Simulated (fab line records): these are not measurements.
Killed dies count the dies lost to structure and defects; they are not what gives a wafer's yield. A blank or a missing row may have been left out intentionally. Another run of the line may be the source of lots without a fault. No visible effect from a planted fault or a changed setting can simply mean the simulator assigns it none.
2 desks looking at one fault | flow gf180mcu | each desk holds nothing but its own numbers, with what lay behind them at the end

TOOL OWNER'S DESK, implanter-04
The tool's own readings at GF_VT_IMPLANT_IMPLANT_08, given as means over the sampled wafers that have a number, one for each lot that went through this tool. If a lot's mean is further than 4 standard deviations from the usual mean, the lot is out of limits and carries the mark OUT (the distance appears in the brackets).
Columns: A = beam-on-s at GF_VT_IMPLANT_IMPLANT_08, usual 9.99 s; B = faraday-current-uA at GF_VT_IMPLANT_IMPLANT_08, usual 46.8
lot  | first seen here | A     | B
L825 | day 7 04:41     | 10.10 | 46.4
L837 | day 10 12:58    | 10.52 | 44.8
L839 | day 10 21:18    | 10.48 | 44.8
L840 | day 11 04:44    | 10.57 | 44.2
Finding of this desk: none of the 4 lots has anything out of limits.

FROM THE METROLOGY DESK
Lot by lot, what the gauges showed, no matter which tool ran the lot: averages of those sampled wafers that carry a number. If a lot's mean is further than 4 standard deviations from the usual mean, the lot is out of limits and carries the mark OUT (the distance appears in the brackets).
Columns: A = MVPSD_TW at GF_MVPSD_TW_MEAS_11, usual 557; B = VT_IMPLANT_OVL at GF_VT_IMPLANT_OVL_MEAS_07, usual 0.0 nm
lot  | first seen here | A   | B
L825 | day 6 12:52     | 560 | -0.2
L829 | day 7 13:58     | 552 | -0.6
L830 | day 7 18:10     | 558 | 1.0
L837 | day 9 19:12     | 551 | 2.4
L839 | day 10 03:16    | 558 | 1.5
L840 | day 10 11:37    | 556 | -0.5
L842 | day 11 00:01    | 552 | 0.9
Finding of this desk: none of the 7 lots has anything out of limits.

ALL TOGETHER
The desk of the tool owner found nothing out of limits.
At the metrology desk, nothing out of limits was observed.

WHAT HAD BEEN PUT IN BY THE SIMULATOR
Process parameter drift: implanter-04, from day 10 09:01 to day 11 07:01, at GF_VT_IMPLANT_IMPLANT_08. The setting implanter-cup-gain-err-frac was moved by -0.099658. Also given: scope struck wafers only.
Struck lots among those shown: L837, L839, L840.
